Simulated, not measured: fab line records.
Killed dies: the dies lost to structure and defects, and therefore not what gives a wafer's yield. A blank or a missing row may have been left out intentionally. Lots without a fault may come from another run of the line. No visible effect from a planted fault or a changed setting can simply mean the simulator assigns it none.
Matching of chambers	flow gf180mcu	GF_V1_CVD_02 on pecvd-01: 3 sister chambers
The step deposits SiO2 from TEOS, target thk 850 nm, time 94.851 s. 16 wafers are shown with their chamber, then 8 later ones without.

EACH WAFER AND ITS CHAMBER
wafer	chamber	heater power w (W)	rf fwd power W (W)
L477.1	0	747	595.1
L477.2	2	685	596.7
L477.3	1	619	600.2
L478.1	2	732	593.7
L478.2	0	622	597.3
L478.6	0	673	599.0
L482.1	0	645	594.5
L482.3	2	747	594.3
L482.4	2	791	596.2
L486.2	1	571	596.8
L486.3	0	679	596.9
L486.4	1	605	595.4
L488.1	0	749	592.4
L488.2	1	599	596.5
L488.5	1	635	597.7
L490.2	2	695	592.9

SIGNATURES (averages over the wafers above)
reading	chamber 0	chamber 1	chamber 2	scatter within a chamber
heater power w	685.83	605.80	730.00	42.3
rf fwd power W	595.867	597.320	594.760	1.98
Rule: a wafer lies at a distance from a chamber equal to the root of the sum of squares, over the readings, of (its reading less the chamber's mean, divided by the reading's scatter). The wafer belongs to the nearest chamber; if the next one is less than 2 further off, it can't be placed. The scatter: take each reading less its chamber's mean, square it, sum over the shown wafers, divide by the number of wafers less the number of chambers, and take the root.

WAFERS WITH NO CHAMBER GIVEN
wafer	heater power w (W)	rf fwd power W (W)
L490.4	656	597.6
L490.5	631	597.2
L493.1	624	599.7
L493.3	665	595.8
L493.5	519	596.5
L494.4	771	597.2
L494.5	498	595.2
L494.6	703	596.0

WHICH CHAMBER EACH ONE RAN IN
wafer	from the rows above	in truth
L490.4	can't be placed: 0 or 1 or 2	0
L490.5	can't be placed: 1 or 0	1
L493.1	can't be placed: 1 or 0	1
L493.3	can't be placed: 0 or 1 or 2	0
L493.5	can't be placed: 1 or 0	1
L494.4	can't be placed: 2 or 0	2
L494.5	can't be placed: 1 or 0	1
L494.6	can't be placed: 0 or 2 or 1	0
0 of 8 placed correctly. Not placeable from these rows: 8 (in 8, the candidates include the true chamber). Wrongly placed: 0.
